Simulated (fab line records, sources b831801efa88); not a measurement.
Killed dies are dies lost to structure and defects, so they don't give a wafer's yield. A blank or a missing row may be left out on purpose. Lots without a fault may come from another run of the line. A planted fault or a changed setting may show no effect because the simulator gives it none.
fab line records | flow sky130
record lots=24 wafers=72 last_day=50
route steps=708 shown VIA1@461 METAL2@489 VIA2@531 PASSIVATION@682
lots that met no fault: from a run of the same line without faults
start_h: hours from the record's first day to the start of the lot's first wafer shown | wait_h: hours since the lot's step before | " the same as in the row above | L1.1+2: a row that stands for several wafers | - no value, or no start given | * or withheld: withheld | < > ~ a bound
route shown NAME@n: a module of which the file shows steps, and the number in the route of the first | usual: mean/standard deviation of fault-free wafers | same: alike in all rows | chamber/n: place in a boat | sites: the reading at each site | _std_site: their standard deviation | _edge_site: outer sites' mean less inner sites' | radius_mm: how far each site lies from the wafer's centre | mask NAME#n: copy n | behind: the tool/chamber that last shaped the wafer | hold: why the lot was held/for how many hours/how that ended | device: the transistor (n, p or np) that didn't switch | end of line: the same wafers' tests at the end of the route | a step without rows: its recipe alone | killed: dies lost to structure and defects at the first sort, not the wafer's yield | map: a wafer's dies, x killed, . not, _ none there
set.NAME: the setting as run; set.NAME@STEP: as run at that earlier step | model.NAME: the simulator's own value behind a step, which no gauge read
steps of the route over a sample of lots; a table a step, a row a wafer
services: from which hour (start_h, from the record's first day; less than 0 if before it) a tool's chamber was out of use, for how many hours, and why
## steps
# step SKY_VIA1_BOW_MEAS_03
# recipe mode=bow
# usual VIA1_BOW=79/6.6
# columns lot.wafer tool chamber start_h wait_h VIA1_BOW[um]
L074.1 film_metro-03 - 773.37 0.2 69
L074.4 " - " " 80
L074.6 " - " " 75
L075.4 film_metro-03 - 779.50 0.3 89
L075.5 " - " " 81
L075.6 " - " " 80
L076.1 film_metro-01 - 784.49 0.2 89
L076.4 " - " " 80
L076.6 " - " " 81
L077.2 film_metro-01 - 794.49 0.1 73
L077.3 " - " " 92
L077.5 " - " " 72
L079.4 film_metro-03 - 815.49 0.2 80
L079.5 " - " " 73
L079.6 " - " " 80
L080.1 film_metro-02 - 816.33 0.1 78
L080.4 " - " " 82
L080.5 " - " " 79
L078.2 film_metro-01 - 817.30 0.1 75
L078.5 " - " " 70
L078.6 " - " " 75
L081.1 film_metro-02 - 835.16 0.2 81
L081.2 " - " " 82
L081.6 " - " " 78
L082.1 film_metro-02 - 846.85 0.2 76
L082.2 " - " " 79
L082.4 " - " " 79
L083.2 film_metro-01 - 847.51 0.3 90
L083.3 " - " " 75
L083.6 " - " " 76
L084.2 film_metro-03 - 851.62 0.2 80
L084.3 " - " " 74
L084.4 " - " " 83
L085.1 film_metro-02 - 856.79 0.2 77
L085.4 " - " " 72
L085.5 " - " " 89
L086.1 film_metro-03 - 864.90 0.1 77
L086.4 " - " " 80
L086.5 " - " " 78
L087.1 film_metro-02 - 870.17 0.1 80
L087.2 " - " " 83
L087.5 " - " " 93
L088.2 film_metro-01 - 882.40 0.2 69
L088.3 " - " " 77
L088.6 " - " " 79
L089.1 film_metro-03 - 886.88 0.1 95
L089.2 " - " " 85
L089.5 " - " " 76
L090.2 film_metro-03 - 904.37 0.3 72
L090.4 " - " " 81
L090.6 " - " " 78
L092.2 film_metro-03 - 908.90 0.1 70
L092.4 " - " " 78
L092.5 " - " " 71
L091.1 film_metro-02 - 910.63 0.2 78
L091.3 " - " " 71
L091.5 " - " " 76
L093.1 film_metro-02 - 916.81 0.1 83
L093.4 " - " " 91
L093.5 " - " " 74
L094.1 film_metro-02 - 920.15 0.2 90
L094.4 " - " " 87
L094.5 " - " " 86
L095.1 film_metro-01 - 925.97 0.1 80
L095.2 " - " " 86
L095.4 " - " " 81
L096.1 film_metro-03 - 936.01 0.1 81
L096.2 " - " " 85
L096.5 " - " " 79
L097.2 film_metro-01 - 941.93 0.2 76
L097.4 " - " " 68
L097.5 " - " " 74
# step SKY_VIA1_ETCH_14
# recipe chemistry=N2/H2 target=BARC ion_energy_ev=200 source_w=500 bias_w=100 pressure_mtorr=30 n2_flow_sccm=100 h2_flow_sccm=200 stop_on=SiO2 time_s=45.9 target_depth_a=600
# usual drypump_motor_current_A=5.7/0.43 oes_product_au=0.850/0.0042 throttle_valve_pct=13.224/0.0095
# columns lot.wafer tool chamber start_h wait_h drypump_motor_current_A oes_product_au rf_hours_counter_h throttle_valve_pct
L074.1 rie_diel-04 1 800.05 0.0 6.3 0.851 2 13.222
L074.4 " 0 " " 4.9 0.861 - 13.214
L074.6 " 2 " " 5.5 0.848 - 13.227
L075.4 rie_diel-02 2 806.58 0.0 5.9 0.857 - 13.227
L075.5 " 0 " " 5.6 0.846 - 13.228
L075.6 " 3 " " 6.4 0.845 - 13.221
L076.1 rie_diel-04 0 810.77 0.0 4.9 0.848 3 13.225
L076.4 " 2 " " 5.5 0.849 11 13.220
L076.6 " 0 " " 4.9 0.855 - 13.243
L077.2 rie_diel-02 2 821.41 0.0 5.9 0.842 19 13.227
L077.3 " 0 " " 5.6 0.851 4 13.225
L077.5 " 2 " " 5.9 0.850 - 13.226
L079.4 rie_diel-03 1 842.30 0.0 5.2 0.848 7 13.227
L079.5 " 3 " " 5.5 0.850 - 13.229
L079.6 " 0 " " 5.7 0.852 - 13.221
L080.1 rie_diel-02 1 843.21 0.0 6.2 0.855 1 13.219
L080.4 " 0 " " 5.6 0.842 - 13.222
L080.5 " 1 " " 6.1 0.855 - 13.217
L078.2 rie_diel-03 1 844.66 0.0 5.2 0.850 7 13.234
L078.5 " 0 " " 5.6 0.851 - 13.225
L078.6 " 3 " " 5.6 0.846 - 13.222
L081.1 rie_diel-03 2 861.61 0.0 5.8 0.852 8 13.209
L081.2 " 3 " " 5.6 0.850 23 13.247
L081.6 " 3 " " 5.6 0.847 - 13.233
L082.1 rie_diel-02 2 872.97 0.0 5.9 0.849 21 13.220
L082.2 " 3 " " 6.5 0.848 0 13.213
L082.4 " 1 " " 6.1 0.857 1 13.234
L083.2 rie_diel-02 0 874.16 0.0 5.6 0.845 6 13.227
L083.3 " 1 " " 6.2 0.848 1 13.217
L083.6 " 3 " " 6.5 0.851 - 13.239
L084.2 rie_diel-03 2 877.61 0.0 5.8 0.847 8 13.228
L084.3 " 0 " " 5.7 0.847 8 13.211
L084.4 " 3 " " 5.6 0.848 23 13.228
L085.1 rie_diel-03 1 882.71 0.0 5.2 0.853 8 13.208
L085.4 " 3 " " 5.5 0.848 24 13.221
L085.5 " 1 " " 5.2 0.845 - 13.244
L086.1 rie_diel-02 0 890.96 0.0 5.6 0.851 7 13.224
L086.4 " 3 " " 6.4 0.852 1 13.226
L086.5 " 2 " " 5.9 0.844 - 13.228
L087.1 rie_diel-02 1 897.41 0.0 6.2 0.853 2 13.211
L087.2 " 2 " " 5.9 0.845 21 13.230
L087.5 " 1 " " 6.1 0.854 - 13.249
L088.2 rie_diel-04 2 908.35 0.0 5.5 0.855 13 13.235
L088.3 " 1 " " 6.3 0.844 5 13.217
L088.6 " 2 " " 5.5 0.850 - 13.223
L089.1 rie_diel-04 2 912.25 0.0 5.6 0.845 13 13.220
L089.2 " 1 " " 6.2 0.852 5 13.223
L089.5 " 1 " " 6.3 0.845 - 13.233
L090.2 rie_diel-02 0 929.07 0.0 5.6 0.852 7 13.233
L090.4 " 2 " " 5.9 0.845 22 13.213
L090.6 " 2 " " 5.9 0.853 - 13.208
L092.2 rie_diel-04 3 933.16 0.0 5.4 0.849 10 13.232
L092.4 " 1 " " 6.2 0.851 5 13.205
L092.5 " 1 " " 6.2 0.852 - 13.230
L091.1 rie_diel-04 1 934.85 0.0 6.2 0.845 6 13.207
L091.3 " 3 " " 5.4 0.853 10 13.219
L091.5 " 2 " " 5.5 0.853 - 13.224
L093.1 rie_diel-04 1 941.92 0.0 6.2 0.847 6 13.226
L093.4 " 2 " " 5.5 0.853 14 13.221
L093.5 " 0 " " 4.9 0.852 - 13.234
L094.1 rie_diel-02 3 945.12 0.0 6.5 0.847 2 13.221
L094.4 " 1 " " 6.2 0.853 3 13.225
L094.5 " 2 " " 5.9 0.852 - 13.224
L095.1 rie_diel-04 3 951.02 0.0 5.4 0.853 11 13.216
L095.2 " 2 " " 5.5 0.850 14 13.228
L095.4 " 1 " " 6.2 0.846 6 13.224
L096.1 rie_diel-03 0 960.37 0.0 5.7 0.858 10 13.225
L096.2 " 3 " " 5.6 0.850 26 13.212
L096.5 " 0 " " 5.7 0.850 - 13.210
L097.2 rie_diel-04 3 966.26 0.0 5.4 0.856 11 13.234
L097.4 " 1 " " 6.3 0.850 6 13.234
L097.5 " 2 " " 5.5 0.851 - 13.223
# step SKY_VIA1_STRIP_16
# recipe chemistry=O2/N2 power_w=1400 pressure_mtorr=1500 platen_temp_c=withheld o2_flow_sccm=2858 n2_flow_sccm=300 overash_fraction=0.5
# usual drypump_motor_current_A=5.89/0.29 oes_product_au=0.415/0.0047 strip_time_to_endpoint_s=4.473/0.027
# columns lot.wafer tool chamber start_h wait_h drypump_motor_current_A oes_product_au rf_hours_counter_h strip_time_to_endpoint_s
L074.1 plasma_asher-03 0 800.14 0.0 5.95 0.420 5 4.475
L074.4 " 0 " " 5.95 0.415 - 4.467
L074.6 " 0 " " 5.95 0.406 - 4.461
L075.4 plasma_asher-02 0 806.68 0.0 5.70 0.414 - 4.465
L075.5 " 0 " " 5.71 0.417 - 4.450
L075.6 " 1 " " 6.26 0.411 - 4.442
L076.1 plasma_asher-02 0 810.86 0.0 5.69 0.414 65 4.484
L076.4 " 0 " " 5.70 0.424 - 4.508
L076.6 " 0 " " 5.69 0.418 - 4.490
L077.2 plasma_asher-04 1 821.49 0.0 5.72 0.412 100 4.463
L077.3 " 1 " " 5.73 0.417 - 4.403
L077.5 " 0 " " 5.32 0.411 - 4.449
L079.4 plasma_asher-02 1 842.42 0.1 6.27 0.411 - 4.469
L079.5 " 1 " " 6.29 0.414 - 4.448
L079.6 " 0 " " 5.69 0.414 - 4.443
L080.1 plasma_asher-03 0 843.29 0.0 5.97 0.414 10 4.451
L080.4 " 1 " " 6.12 0.410 - 4.460
L080.5 " 1 " " 6.09 0.419 - 4.431
L078.2 plasma_asher-04 1 844.74 0.0 5.72 0.419 102 4.500
L078.5 " 0 " " 5.28 0.411 - 4.478
L078.6 " 1 " " 5.73 0.414 - 4.488
L081.1 plasma_asher-03 0 861.69 0.0 5.91 0.407 12 4.460
L081.2 " 1 " " 6.09 0.407 12 4.479
L081.6 " 1 " " 6.06 0.413 - 4.456
L082.1 plasma_asher-04 1 873.06 0.0 5.72 0.418 105 4.466
L082.2 " 0 " " 5.30 0.419 105 4.440
L082.4 " 1 " " 5.73 0.418 - 4.475
L083.2 plasma_asher-02 1 874.24 0.0 6.25 0.410 71 4.437
L083.3 " 1 " " 6.22 0.415 - 4.473
L083.6 " 1 " " 6.21 0.412 - 4.452
L084.2 plasma_asher-03 0 877.69 0.0 5.95 0.421 13 4.427
L084.3 " 0 " " 5.97 0.413 - 4.445
L084.4 " 1 " " 6.12 0.415 - 4.482
L085.1 plasma_asher-02 1 882.79 0.0 6.27 0.407 72 4.449
L085.4 " 0 " " 5.69 0.420 - 4.488
L085.5 " 1 " " 6.23 0.412 - 4.469
L086.1 plasma_asher-02 0 891.04 0.0 5.70 0.417 73 4.457
L086.4 " 0 " " 5.69 0.411 - 4.457
L086.5 " 0 " " 5.69 0.421 - 4.480
L087.1 plasma_asher-03 1 897.49 0.0 6.14 0.418 15 4.492
L087.2 " 0 " " 5.93 0.411 15 4.500
L087.5 " 1 " " 6.13 0.429 - 4.488
L088.2 plasma_asher-03 0 908.44 0.0 5.94 0.411 16 4.542
L088.3 " 1 " " 6.11 0.418 - 4.506
L088.6 " 1 " " 6.12 0.419 - 4.502
L089.1 plasma_asher-04 1 912.34 0.0 5.73 0.421 110 4.502
L089.2 " 0 " " 5.31 0.419 110 4.493
L089.5 " 0 " " 5.31 0.416 - 4.482
L090.2 plasma_asher-03 0 929.16 0.0 5.95 0.416 18 4.426
L090.4 " 1 " " 6.10 0.405 - 4.449
L090.6 " 0 " " 5.94 0.408 - 4.439
L092.2 plasma_asher-02 1 933.24 0.0 6.20 0.416 77 4.491
L092.4 " 0 " " 5.69 0.417 - 4.510
L092.5 " 1 " " 6.21 0.419 - 4.496
L091.1 plasma_asher-02 1 934.94 0.0 6.26 0.415 78 4.465
L091.3 " 0 " " 5.70 0.414 - 4.474
L091.5 " 0 " " 5.68 0.413 - 4.501
L093.1 plasma_asher-03 1 942.01 0.0 6.11 0.415 20 4.504
L093.4 " 1 " " 6.10 0.421 - 4.532
L093.5 " 1 " " 6.09 0.423 - 4.519
L094.1 plasma_asher-02 1 945.21 0.0 6.24 0.421 79 4.460
L094.4 " 1 " " 6.28 0.420 - 4.509
L094.5 " 1 " " 6.24 0.416 - 4.521
L095.1 plasma_asher-04 0 951.11 0.0 5.33 0.414 114 4.479
L095.2 " 1 " " 5.73 0.415 114 4.499
L095.4 " 0 " " 5.31 0.414 - 4.490
L096.1 plasma_asher-02 0 960.46 0.0 5.69 0.420 80 4.449
L096.2 " 1 " " 6.26 0.412 80 4.467
L096.5 " 1 " " 6.27 0.419 - 4.455
L097.2 plasma_asher-02 1 966.34 0.0 6.24 0.416 81 4.491
L097.4 " 1 " " 6.20 0.418 - 4.495
L097.5 " 0 " " 5.68 0.414 - 4.504
# step SKY_METAL2_THK_MEAS_06
# recipe thk_meas_gauge=xrf reads=AlCu_of_METAL2_SPUTTER_02
# usual METAL2_ALCU_THK=253/3.6
# columns lot.wafer tool chamber start_h wait_h METAL2_ALCU_THK[nm]
L074.1 film_metro-02 - 801.63 0.1 246
L074.4 " - " " 250
L074.6 " - " " 250
L075.4 film_metro-02 - 808.19 0.1 252
L075.5 " - " " 249
L075.6 " - " " 251
L076.1 film_metro-04 - 812.37 0.1 257
L076.4 " - " " 255
L076.6 " - " " 257
L077.2 film_metro-04 - 822.99 0.1 256
L077.3 " - " " 251
L077.5 " - " " 252
L079.4 film_metro-01 - 843.91 0.1 249
L079.5 " - " " 250
L079.6 " - " " 250
L080.1 film_metro-04 - 844.90 0.1 249
L080.4 " - " " 251
L080.5 " - " " 251
L078.2 film_metro-04 - 846.24 0.1 252
L078.5 " - " " 250
L078.6 " - " " 251
L081.1 film_metro-02 - 863.18 0.1 253
L081.2 " - " " 253
L081.6 " - " " 250
L082.1 film_metro-02 - 874.55 0.1 255
L082.2 " - " " 254
L082.4 " - " " 253
L083.2 film_metro-04 - 875.74 0.1 256
L083.3 " - " " 253
L083.6 " - " " 255
L084.2 film_metro-01 - 879.19 0.1 250
L084.3 " - " " 252
L084.4 " - " " 251
L085.1 film_metro-01 - 884.28 0.1 246
L085.4 " - " " 248
L085.5 " - " " 245
L086.1 film_metro-04 - 892.53 0.1 251
L086.4 " - " " 251
L086.5 " - " " 252
L087.1 film_metro-04 - 898.98 0.1 259
L087.2 " - " " 254
L087.5 " - " " 258
L088.2 film_metro-01 - 909.97 0.1 253
L088.3 " - " " 255
L088.6 " - " " 252
L089.1 film_metro-01 - 916.17 0.1 246
L089.2 " - " " 251
L089.5 " - " " 247
L090.2 film_metro-04 - 930.69 0.1 253
L090.4 " - " " 254
L090.6 " - " " 253
L092.2 film_metro-02 - 934.80 0.1 252
L092.4 " - " " 253
L092.5 " - " " 256
L091.1 film_metro-04 - 936.57 0.1 259
L091.3 " - " " 259
L091.5 " - " " 263
L093.1 film_metro-02 - 943.63 0.1 251
L093.4 " - " " 250
L093.5 " - " " 249
L094.1 film_metro-04 - 946.82 0.1 256
L094.4 " - " " 257
L094.5 " - " " 256
L095.1 film_metro-04 - 952.64 0.1 257
L095.2 " - " " 254
L095.4 " - " " 256
L096.1 film_metro-04 - 961.95 0.1 255
L096.2 " - " " 261
L096.5 " - " " 255
L097.2 film_metro-02 - 968.09 0.1 258
L097.4 " - " " 258
L097.5 " - " " 260
# step SKY_VIA2_CMP_24
# recipe stop_on=SiO2 t_overpolish_s=20 down_force_psi=3.5 platen_rpm=60 target_thk_nm=0 pad_velocity_m_s=0.94248
# usual motor_current_A=11.7/1 overpolish_run_s=20.001/0.009 retaining_ring_pressure_frac=1.000/0.0053 time_to_endpoint_s=102/3.8
# same t_overpolish_s=20
# columns lot.wafer tool chamber start_h wait_h motor_current_A overpolish_run_s retaining_ring_pressure_frac time_to_endpoint_s
L074.1 cmp-02 1 856.54 0.1 10.0 19.987 1.010 109
L074.4 " 3 " " 12.7 19.999 1.001 99
L074.6 " 1 " " 10.2 20.008 0.999 107
L075.4 cmp-01 2 864.30 0.0 11.6 20.003 1.001 102
L075.6 " 2 " " 11.6 19.998 1.009 104
L075.5 " 3 " " 11.6 20.003 0.991 108
L076.4 cmp-01 0 867.89 0.1 12.5 20.004 1.005 102
L076.1 " 1 " " 12.6 19.997 0.994 102
L076.6 " 3 " " 11.2 20.005 1.007 102
L077.3 cmp-02 1 877.72 0.0 10.9 20.007 1.004 105
L077.2 " 3 " " 12.1 19.992 1.008 93
L077.5 " 1 " " 9.9 20.006 1.004 104
L079.4 cmp-01 3 898.85 0.1 11.3 19.999 0.998 105
L079.5 " 1 " " 13.4 20.004 0.999 102
L079.6 " 2 " " 11.5 19.995 1.004 102
L080.4 cmp-01 2 900.27 0.0 11.6 20.012 1.000 104
L080.1 " 1 " " 12.9 20.013 1.003 101
L080.5 " 2 " " 11.4 20.009 0.998 101
L078.2 cmp-02 2 901.07 0.2 11.1 19.994 1.002 106
L078.6 " 3 " " 12.9 19.998 1.006 103
L078.5 " 0 " " 11.3 20.004 0.997 103
L081.1 cmp-02 1 918.36 0.2 10.4 19.995 1.000 103
L081.2 " 3 " " 12.9 19.996 0.998 98
L081.6 " 0 " " 11.8 19.991 0.999 99
L082.1 cmp-01 0 927.11 0.1 11.5 19.997 1.012 94
L082.2 " 1 " " 12.7 19.995 0.996 96
L082.4 " 3 " " 11.7 19.994 1.009 101
L083.3 cmp-01 1 929.00 0.1 13.5 20.001 0.994 96
L083.2 " 2 " " 11.4 20.005 0.997 96
L083.6 " 0 " " 12.2 19.994 0.998 93
L084.3 cmp-01 1 933.20 0.0 13.1 20.011 0.987 100
L084.2 " 2 " " 11.2 20.008 1.001 99
L084.4 " 0 " " 12.4 20.006 0.996 104
L085.4 cmp-02 3 937.24 0.0 12.4 20.008 1.000 96
L085.1 " 2 " " 9.7 20.013 1.001 102
L085.5 " 3 " " 12.9 20.004 1.003 99
L086.4 cmp-02 1 945.27 0.0 10.2 20.030 1.005 108
L086.1 " 2 " " 10.9 20.017 0.997 104
L086.5 " 1 " " 9.8 20.005 1.005 105
L087.2 cmp-02 3 950.73 0.1 12.8 19.991 0.995 99
L087.1 " 0 " " 11.5 20.004 0.998 101
L087.5 " 3 " " 13.0 20.025 0.994 94
L088.3 cmp-01 3 961.39 0.1 11.9 19.992 0.997 101
L088.2 " 1 " " 12.7 19.998 1.006 96
L088.6 " 2 " " 11.0 20.010 1.001 96
L089.1 cmp-01 0 968.41 0.1 11.6 19.980 1.005 103
L089.2 " 2 " " 10.9 19.999 0.997 103
L089.5 " 1 " " 13.4 19.987 1.008 105
L090.4 cmp-02 2 981.67 0.0 10.7 20.003 0.994 99
L090.2 " 3 " " 13.2 19.994 0.996 97
L090.6 " 2 " " 10.6 19.999 0.987 100
L092.2 cmp-01 0 985.83 0.1 11.7 20.006 1.002 101
L092.4 " 1 " " 13.4 19.998 0.992 103
L092.5 " 3 " " 11.6 20.010 0.997 104
L091.3 cmp-01 0 987.68 0.0 11.7 19.995 1.007 106
L091.1 " 1 " " 13.7 19.979 0.996 107
L091.5 " 0 " " 11.6 20.004 0.999 102
L093.1 cmp-02 2 994.44 0.1 10.1 20.022 0.999 100
L093.4 " 0 " " 11.5 20.001 1.001 101
L093.5 " 2 " " 10.2 19.997 1.003 98
L094.4 cmp-02 0 997.08 0.1 11.7 19.996 0.997 103
L094.1 " 1 " " 10.0 19.991 0.997 103
L094.5 " 3 " " 12.7 20.007 1.009 98
L095.4 cmp-01 1 1003.50 0.0 13.4 19.981 0.997 108
L095.2 " 2 " " 11.1 20.001 1.006 104
L095.1 " 3 " " 11.8 19.980 0.999 107
L096.1 cmp-01 2 1012.29 0.1 11.6 20.009 1.004 103
L096.2 " 3 " " 11.7 19.993 0.998 103
L096.5 " 1 " " 13.4 20.003 1.011 102
L097.2 cmp-01 3 1017.91 0.1 10.8 20.003 1.000 112
L097.4 " 1 " " 13.4 19.992 1.007 104
L097.5 " 3 " " 11.5 19.989 0.995 109
# step SKY_PASSIVATION_THK_MEAS_01
# recipe reads=SiO2_of_PASSIVATION_CVD_00
# usual PASSIVATION_CVD_00_THK=90.1/1.2
# columns lot.wafer tool chamber start_h wait_h PASSIVATION_CVD_00_THK[nm]
L074.1 film_metro-01 - 1037.87 - 89.9
L074.4 " - " " 89.9
L074.6 " - " " 91.0
L075.4 film_metro-03 - 1043.94 - 90.2
L075.5 " - " " 92.7
L075.6 " - " " 91.0
L076.1 film_metro-03 - 1048.06 - 87.9
L076.4 " - " " 91.5
L076.6 " - " " 89.4
L077.2 film_metro-02 - 1054.74 - 91.4
L077.3 " - " " 89.4
L077.5 " - " " 90.5
L079.4 film_metro-03 - 1074.11 - 92.0
L079.5 " - " " 91.3
L079.6 " - " " 90.7
L080.1 film_metro-01 - 1074.15 - 89.9
L080.4 " - " " 91.7
L080.5 " - " " 91.5
L078.2 film_metro-01 - 1074.46 - 88.7
L078.5 " - " " 89.1
L078.6 " - " " 90.1
L081.1 film_metro-02 - 1092.15 - 90.4
L081.2 " - " " 90.4
L081.6 " - " " 90.3
L082.1 film_metro-01 - 1098.05 - 90.4
L082.2 " - " " 90.7
L082.4 " - " " 90.8
L083.2 film_metro-03 - 1098.39 - 87.7
L083.3 " - " " 89.3
L083.6 " - " " 91.0
L085.1 film_metro-01 - 1105.43 - 88.3
L085.4 " - " " 89.8
L085.5 " - " " 89.7
L086.1 film_metro-01 - 1111.58 - 88.0
L086.4 " - " " 90.9
L086.5 " - " " 90.1
L087.1 film_metro-01 - 1118.18 - 88.8
L087.2 " - " " 89.1
L087.5 " - " " 92.6
L088.2 film_metro-01 - 1126.85 - 88.7
L088.3 " - " " 90.6
L088.6 " - " " 90.2
L089.1 film_metro-01 - 1136.14 - 90.6
L089.2 " - " " 89.8
L089.5 " - " " 90.6
L084.2 film_metro-03 - 1137.18 - 90.5
L084.3 " - " " 89.8
L084.4 " - " " 90.5
L090.2 film_metro-03 - 1140.95 - 88.8
L090.4 " - " " 90.9
L090.6 " - " " 90.3
L092.2 film_metro-01 - 1145.00 - 89.5
L092.4 " - " " 92.6
L092.5 " - " " 91.7
L091.1 film_metro-01 - 1147.83 - 90.4
L091.3 " - " " 90.3
L091.5 " - " " 91.3
L093.1 film_metro-02 - 1150.88 - 87.8
L093.4 " - " " 89.5
L093.5 " - " " 89.0
L094.1 film_metro-02 - 1155.54 - 91.0
L094.4 " - " " 92.3
L094.5 " - " " 91.8
L095.1 film_metro-02 - 1160.33 - 88.6
L095.2 " - " " 89.6
L095.4 " - " " 89.2
L096.1 film_metro-01 - 1166.45 - 89.4
L096.2 " - " " 88.0
L096.5 " - " " 88.6
L097.2 film_metro-02 - 1169.91 - 87.8
L097.4 " - " " 91.2
L097.5 " - " " 89.9
## services
# columns tool chamber start_h hours kind
rie_diel-04 3 795.76 5.6 repair
cmp-01 - 808.35 1.1 repair
cmp-01 - 838.99 16.3 pm
plasma_asher-02 - 844.20 8.1 repair
rie_diel-04 0 868.14 13.9 repair
plasma_asher-03 - 869.30 0.8 repair
rie_diel-02 - 907.79 10.7 repair
cmp-02 - 908.09 6.3 pm
plasma_asher-03 - 908.75 2.7 repair
cmp-01 - 912.00 4.0 pm
cmp-01 - 916.02 2.4 repair
cmp-02 - 918.61 13.6 pm
rie_diel-03 1 920.66 14.6 repair
cmp-02 - 932.69 1.0 repair
cmp-01 - 935.71 1.2 repair
cmp-02 - 938.67 4.1 repair
cmp-02 - 958.65 0.3 repair
rie_diel-02 2 962.38 6.1 repair
plasma_asher-03 - 966.21 14.6 pm
rie_diel-02 0 971.46 2.9 repair
plasma_asher-02 - 972.37 0.5 repair
cmp-01 - 981.61 0.7 repair
rie_diel-03 0 994.86 4.3 repair
cmp-01 - 1007.19 1.0 repair
## key
fault none
